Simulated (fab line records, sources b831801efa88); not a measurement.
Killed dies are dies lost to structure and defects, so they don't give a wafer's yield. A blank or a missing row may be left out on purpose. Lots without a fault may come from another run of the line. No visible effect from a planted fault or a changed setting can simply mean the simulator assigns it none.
The same fault as seen by 2 desks | flow gf180mcu | every desk sees just its own numbers, and what lay behind them comes last

## AT THE TOOL OWNER'S DESK: pvd sputter-02
The tool's own readings at GF_M2_SPUTTER_02 (material AlCu, target thk 450 nm, time 23.9 s): means of the sampled wafers that have a number, for each lot that ran on this tool. If a lot's mean is further than 4 standard deviations from the usual mean, the lot is out of limits and carries the mark OUT (the distance appears in the brackets).
Columns: A = throttle valve pct at GF_M2_SPUTTER_02, usual 30.0 %
lot  | first seen here | A
L688 | day 18 01:47    | 30.8
L689 | day 18 06:58    | 30.4
L690 | day 19 03:25    | 29.9
L691 | day 19 10:51    | 31.3
L695 | day 20 23:01    | 30.7
L698 | day 22 02:47    | 30.5
L709 | day 25 12:41    | 31.3
This desk's finding: nothing out of limits on any of the 7 lots.

## AT THE METROLOGY DESK
What the gauges read, lot by lot, whatever tool the lot ran on: means of the sampled wafers that have a number. If a lot's mean is further than 4 standard deviations from the usual mean, the lot is out of limits and carries the mark OUT (the distance appears in the brackets).
Columns: A = M2_ALCU_RS at GF_M2_RS_MEAS_05, usual 0.0694 ohm/sq; B = M2_ALCU_THK at GF_M2_THK_MEAS_06, usual 448 nm
lot  | first seen here | A                 | B
L688 | day 18 01:54    | 0.0695            | 445
L689 | day 18 07:04    | 0.0698            | 444
L690 | day 19 03:31    | 0.0687            | 455
L691 | day 19 10:58    | 0.0693            | 450
L693 | day 20 01:41    | 0.0699            | 445
L695 | day 20 23:08    | 0.0693            | 448
L698 | day 22 02:53    | 0.0618 (-9.9) OUT | 519 (+14) OUT
L705 | day 24 17:31    | 0.0698            | 446
L706 | day 24 20:11    | 0.0691            | 447
L708 | day 25 11:20    | 0.0696            | 446
L709 | day 25 12:49    | 0.0692            | 450
L710 | day 25 20:23    | 0.0689            | 450
This desk finds L698 out of limits, with the earliest case on L698 at day 22 02:53 (M2_ALCU_RS at GF_M2_RS_MEAS_05). In limits: L688, L689, L690, L691, L693, L695, L705, L706, L708, L709, L710.

## TAKEN TOGETHER
L698 would have let the metrology desk raise an alarm at day 22 02:53.
Nothing out of limits was seen by the tool owner's desk.
The tool owner's desk has L698 on record, within its limits.
Of the lots named, all ran GF_M2_SPUTTER_02 on pvd sputter-02.

## WHAT WAS PUT IN BY THE SIMULATOR
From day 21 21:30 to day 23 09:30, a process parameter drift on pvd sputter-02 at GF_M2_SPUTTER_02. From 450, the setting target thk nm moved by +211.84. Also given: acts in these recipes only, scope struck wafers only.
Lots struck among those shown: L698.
Per desk, hours elapsed from the start of the fault to the first reading out of limits: for the metrology desk, 5.
